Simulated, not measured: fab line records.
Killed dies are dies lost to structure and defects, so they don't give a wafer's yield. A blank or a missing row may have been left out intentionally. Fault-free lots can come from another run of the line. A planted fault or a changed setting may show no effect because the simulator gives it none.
A struck lot beside a sound one || flow sky130 || 17 steps out of a route of 708
Sound: the wafers L110.1, L110.3, L110.4. The struck wafers were L117.1, L117.3, L117.6. The cause is named last.
Order at every step that has rows: each side's tool, ch and its chambers, its first start. Under that, the readings that differ: sound wafers || struck wafers || difference of the means || sigmas: that difference in standard deviations of wafers without a fault.
alike: a reading whose means differ by less than 2 such deviations, as well as words and numbers matching on both sides. not compared: withheld readings; readings where some wafer has no value; bounds like >300 that might hide an equal value; numbers whose values overlap and for which the record gives no deviation.
The two part at a step that has a row with sigmas, a row that says differs or no value, or rows on one side only. When numbers do not overlap yet have no deviation, they are printed without sigmas and do not part them. A reading that every wafer of one side lacks parts them only if that side has two wafers or more.

first, 1 step without rows for these wafers: SKY_LDD_N_IMPLANT_15.
SKY_LDD_N_STRIP_16: strips in O2/N2.
  sound on plasma_asher-01 ch 0,1, day 19 14:54; struck on plasma_asher-04 ch 0, day 22 07:04
  alike: drypump_motor_current_A, oes_product_au, strip_time_to_endpoint_s
  not compared: rf_hours_counter_h
SKY_LDD_N_TW_MEAS_17:
  sound on film_metro-02, day 19 15:00; struck on film_metro-02, day 22 07:10
  alike: LDD_N_TW
then, 7 steps without rows for these wafers: SKY_LDD_P_DEHYDRATE_00 (time 60 s); SKY_LDD_P_HMDS_01 (prime time 60 s); SKY_LDD_P_COAT_02 (resist thk 1140 nm); SKY_LDD_P_SOFTBAKE_03 (time 60 s); SKY_LDD_P_EXPOSE_04 (exposes mask PSDM, target cd 380 nm); SKY_LDD_P_PEB_05; SKY_LDD_P_DEVELOP_06 (develop time 60 s).
SKY_LDD_P_CD_MEAS_07: target cd 380 nm.
  sound on cd_sem-02, day 20 21:44; struck on cd_sem-01, day 23 13:20
  alike: cd_nm
SKY_LDD_P_OVL_MEAS_08:
  sound on overlay-02, day 20 21:51; struck on overlay-02, day 23 13:28
  alike: LDD_P_OVL
SKY_LDD_P_IMPLANT_09:
  sound on implanter-01 ch 0, day 20 21:53; struck on implanter-02 ch 0, day 23 13:49
{"reading": "dose_ions_cm2", "sound": "9.989e+12 1.001e+13 1.0011e+13", "struck": "9.976e+12 9.984e+12 9.969e+12", "difference": -2.700e+10, "sigmas": -3}
SKY_LDD_P_STRIP_10: strips in O2/N2.
  sound on plasma_asher-03 ch 0,1, day 20 22:02; struck on plasma_asher-04 ch 0, day 23 13:58
{"reading": "drypump_motor_current_A (A)", "sound": "6.8 6.8 5.8", "struck": "5.3 5.4 5.3", "difference": -1.1, "sigmas": -2}
  alike: oes_product_au, strip_time_to_endpoint_s
  not compared: rf_hours_counter_h
SKY_LDD_P_TW_MEAS_11:
  sound on film_metro-02, day 20 22:08; struck on film_metro-03, day 23 14:05
{"reading": "LDD_P_TW", "sound": "640 642 641", "struck": "792 794 793", "difference": "+152", "sigmas": "+48"}
then, 1 step without rows for these wafers: SKY_LDD_HVN_DEHYDRATE_00 (time 60 s).
-- here the record skips 25 days between the struck wafers' starts before and after, leaving off in module LDD_HVN and picking up in module PAD_OPEN (first step shown: number 708 of the route) --
SKY_PAD_OPEN_PROBE_99:
  sound on prober-02, day 47 05:20; struck on prober-01, day 48 22:50
{"reading": "model.etest.tip_p.rs_ohm_sq", "sound": "6805 6808 6803", "struck": "3895 3898 3903", "difference": -2907, "sigmas": ""}
{"reading": "model.etest.pfet_01v8.r_on_ohm_um", "sound": "2854 2860 2785", "struck": "2616 2680 2642", "difference": -187, "sigmas": ""}
{"reading": "model.etest.tip_p.rs_ohm_sq_range", "sound": "165.9 180.8 240.1", "struck": "118.7 139.1 140.6", "difference": -62.8, "sigmas": ""}
{"reading": "model.etest.pfet_01v8.drive_ua_um", "sound": "197.9 193.5 199.7", "struck": "219.1 215.6 215.8", "difference": "+19.8", "sigmas": ""}
{"reading": "model.etest.pfet_01v8_hvt.drive_ua_um", "sound": "146.7 145.7 149.1", "struck": "164.6 160.2 161.4", "difference": "+14.9", "sigmas": ""}
{"reading": "model.etest.sram_pfet_latch.drive_ua_um", "sound": "143.7 144.4 150.1", "struck": "161.1 164.9 160.4", "difference": "+16.1", "sigmas": ""}
{"reading": "model.etest.pfet_01v8_mvt.drive_ua_um", "sound": "158 154.5 159.2", "struck": "164.1 162.1 161.9", "difference": "+5.5", "sigmas": ""}
{"reading": "model.etest.pfet_01v8_lvt.drive_ua_um", "sound": "176.5 174.5 175.3", "struck": "182.8 182.7 183.5", "difference": "+7.6", "sigmas": ""}
  alike: killed_at_M0_to_M3, killed_at_M4_up, killed_at_contacts, killed_at_front_end, killed_at_other, killed_dies, killed_open, killed_short

## WHERE THEY PART
At SKY_LDD_P_IMPLANT_09 first; at SKY_LDD_P_TW_MEAS_11 last (within this record only). Later steps at which nothing parts them and some readings are alike: SKY_PAD_OPEN_PROBE_99.

WHY: the cause the simulator had injected
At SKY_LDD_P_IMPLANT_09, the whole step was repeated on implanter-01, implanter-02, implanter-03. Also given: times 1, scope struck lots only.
